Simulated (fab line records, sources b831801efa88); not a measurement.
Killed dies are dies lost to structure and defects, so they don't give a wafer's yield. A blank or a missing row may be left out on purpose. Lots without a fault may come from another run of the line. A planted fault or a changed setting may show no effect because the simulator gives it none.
Which tool did it? | flow sky130 | 13 lots, 39 wafers sampled, at 4 steps of a route of 708

WHAT THE GAUGES READ, wafer by wafer
SKY_NWELL_THK_MEAS_02. Usual: NWELL_OXIDATION_THK 9.91 nm, standard deviation 0.19.
lot  | measured    | on            | NWELL_OXIDATION_THK (nm) | flag
L417 | day 2 13:20 | film_metro-02 | 9.67 9.91 9.95           |
L418 | day 2 19:37 | film_metro-04 | 10.18 10.00 10.10        |
L419 | day 2 22:12 | film_metro-04 | 9.86 9.66 9.74           |
L420 | day 3 04:06 | film_metro-04 | 10.03 10.16 9.86         |
L422 | day 3 16:34 | film_metro-02 | 10.01 9.63 9.80          |
L424 | day 4 00:32 | film_metro-04 | 9.79 9.75 9.82           |
L427 | day 4 15:41 | film_metro-02 | 9.75 9.85 9.75           |
L428 | day 4 21:35 | film_metro-04 | 9.73 9.90 9.84           |
L429 | day 5 00:24 | film_metro-04 | 9.73 9.98 9.62           |
L430 | day 5 07:02 | film_metro-04 | 9.93 10.08 10.09         |
L433 | day 6 04:07 | film_metro-01 | 10.02 9.95 10.17         |
L434 | day 6 13:47 | film_metro-01 | 10.00 10.22 10.23        |
L440 | day 7 14:56 | film_metro-04 | 9.99 10.18 10.08         |

SKY_VT_ADJUST_HVTR_TW_MEAS_11. Usual: VT_ADJUST_HVTR_TW 210.2, standard deviation 1.7.
lot  | measured     | on            | VT_ADJUST_HVTR_TW | flag
L417 | day 9 08:09  | film_metro-01 | 208.4 208.5 208.0 |
L418 | day 9 18:02  | film_metro-02 | 210.6 210.4 210.5 |
L419 | day 10 02:06 | film_metro-02 | 211.7 210.2 211.8 |
L420 | day 10 09:28 | film_metro-04 | 211.7 211.5 213.3 |
L422 | day 11 02:53 | film_metro-01 | 206.6 208.8 208.2 |
L424 | day 11 12:15 | film_metro-02 | 212.1 211.8 210.3 |
L427 | day 12 10:50 | film_metro-02 | 211.8 211.1 211.2 |
L428 | day 12 15:44 | film_metro-04 | 212.2 212.7 212.4 |
L429 | day 12 23:49 | film_metro-02 | 211.6 212.2 211.8 |
L430 | day 13 07:22 | film_metro-01 | 207.8 207.3 208.0 |
L433 | day 14 10:45 | film_metro-02 | 211.9 211.4 210.2 |
L434 | day 15 00:09 | film_metro-04 | 213.0 211.5 213.3 |
L440 | day 16 10:54 | film_metro-01 | 210.1 209.0 208.4 |

WHICH TOOL RAN EACH LOT (tool, then ch and the chambers of the sampled wafers, then the start)
lot  | SKY_FIELD_ISO_CVD_24            | SKY_VT_ADJUST_LVTN_STRIP_09
L417 | hdpcvd-01 ch 0,1,2, day 2 06:13 | plasma_asher-04 ch 0,1, day 6 18:40
L418 | hdpcvd-02 ch 0,1, day 2 13:52   | plasma_asher-02 ch 0,1, day 7 04:13
L419 | hdpcvd-02 ch 1,2, day 2 16:45   | plasma_asher-01 ch 0,1, day 7 10:04
L420 | hdpcvd-01 ch 0,1, day 2 22:17   | plasma_asher-04 ch 0,1, day 7 17:07
L422 | hdpcvd-01 ch 0,1,2, day 3 11:49 | plasma_asher-02 ch 0,1, day 8 10:01
L424 | hdpcvd-01 ch 0,1,2, day 3 20:35 | plasma_asher-01 ch 0,1, day 8 18:10
L427 | hdpcvd-02 ch 1,2, day 4 11:35   | plasma_asher-04 ch 0,1, day 9 13:05
L428 | hdpcvd-01 ch 0,1, day 4 15:58   | plasma_asher-04 ch 0,1, day 9 19:34
L429 | hdpcvd-02 ch 0,1,2, day 4 20:26 | plasma_asher-01 ch 0,1, day 10 02:14
L430 | hdpcvd-02 ch 0,1,2, day 5 02:58 | plasma_asher-04 ch 0,1, day 10 09:10
L433 | hdpcvd-01 ch 0,1, day 5 18:34   | plasma_asher-04 ch 0, day 11 09:28
L434 | hdpcvd-02 ch 0,1, day 6 06:42   | plasma_asher-04 ch 0,1, day 11 22:43
L440 | hdpcvd-01 ch 1,2, day 7 07:30   | plasma_asher-04 ch 0,1, day 13 04:51
- SKY_FIELD_ISO_CVD_24: deposits SiO2, target thk 595 nm, time 99.2 s.
- SKY_VT_ADJUST_LVTN_STRIP_09: strips in O2/N2.

WHAT THE TOOLS THEMSELVES READ (means of the sampled wafers that have a number; where no wafer has one, the mark that the record gives instead)
SKY_FIELD_ISO_CVD_24. Usual: pressure_mtorr 5.999 mTorr, standard deviation 0.012.
lot  | tool      | pressure_mtorr (mTorr) | flag
L417 | hdpcvd-01 | 6.000                  |
L418 | hdpcvd-02 | 6.011                  |
L419 | hdpcvd-02 | 6.002                  |
L420 | hdpcvd-01 | 5.998                  |
L422 | hdpcvd-01 | 6.004                  |
L424 | hdpcvd-01 | 5.984                  |
L427 | hdpcvd-02 | 5.999                  |
L428 | hdpcvd-01 | 5.999                  |
L429 | hdpcvd-02 | 6.006                  |
L430 | hdpcvd-02 | 5.995                  |
L433 | hdpcvd-01 | 6.011                  |
L434 | hdpcvd-02 | 5.596                  | OFF
L440 | hdpcvd-01 | 6.001                  |

SKY_VT_ADJUST_LVTN_STRIP_09. Usual: drypump_motor_current_A 5.9 A, standard deviation 0.39; oes_product_au 0.722 a.u., standard deviation 0.0043; strip_time_to_endpoint_s 36.92 s, standard deviation 0.11.
lot  | tool            | drypump_motor_current_A (A) | oes_product_au (a.u.) | strip_time_to_endpoint_s (s) | flag
L417 | plasma_asher-04 | 6.0                         | 0.720                 | 36.99                        |
L418 | plasma_asher-02 | 6.1                         | 0.726                 | 36.80                        |
L419 | plasma_asher-01 | 5.4                         | 0.726                 | 36.89                        |
L420 | plasma_asher-04 | 6.0                         | 0.722                 | 36.92                        |
L422 | plasma_asher-02 | 6.0                         | 0.721                 | 36.82                        |
L424 | plasma_asher-01 | 5.7                         | 0.724                 | 36.94                        |
L427 | plasma_asher-04 | 6.0                         | 0.721                 | 36.81                        |
L428 | plasma_asher-04 | 6.2                         | 0.723                 | 36.95                        |
L429 | plasma_asher-01 | 5.4                         | 0.722                 | 36.92                        |
L430 | plasma_asher-04 | 6.0                         | 0.722                 | 36.92                        |
L433 | plasma_asher-04 | 5.9                         | 0.722                 | 37.01                        |
L434 | plasma_asher-04 | 6.0                         | 0.718                 | 37.04                        |
L440 | plasma_asher-04 | 6.0                         | 0.720                 | 36.96                        |

THE ANSWER, worked out from the rows above alone
Rule: a lot is off if the mean of its wafers that have a number lies more than 3 standard deviations from the usual mean. A lot without any number at a reading at which 4 lots or more have one is off too. The other lots that the step has rows for count as sound. The gauges are gone through in route order, then the tools' own readings, and for those a lot's mean is taken as printed above. The first step at which some lot is off is used, and at that step the reading that is off furthest; a lot without a number counts as furthest.
Off: L434, at SKY_FIELD_ISO_CVD_24 (pressure_mtorr).
A tool fits if, at that step or a process step before it, it ran every lot that is off, and no sound lot after the first of them. One fits: hdpcvd-02 at SKY_FIELD_ISO_CVD_24. Its last sound lot is L430 (day 5 02:58), its first lot that is off L434 (day 6 06:42): a fault that began between those two fits.
The tool's own readings at SKY_FIELD_ISO_CVD_24 bear it out: on the lots that are off they differ by more than 5 times the standard deviation of the sound lots' means. pressure_mtorr reads 5.596 mTorr there against 6.001 mTorr on the sound lots.

WHAT THE SIMULATOR HAD PUT IN
Process parameter drift: hdpcvd-02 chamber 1, from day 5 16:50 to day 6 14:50, at SKY_FIELD_ISO_CVD_24. Setting pressure_mtorr, moved by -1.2, from 6. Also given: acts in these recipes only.
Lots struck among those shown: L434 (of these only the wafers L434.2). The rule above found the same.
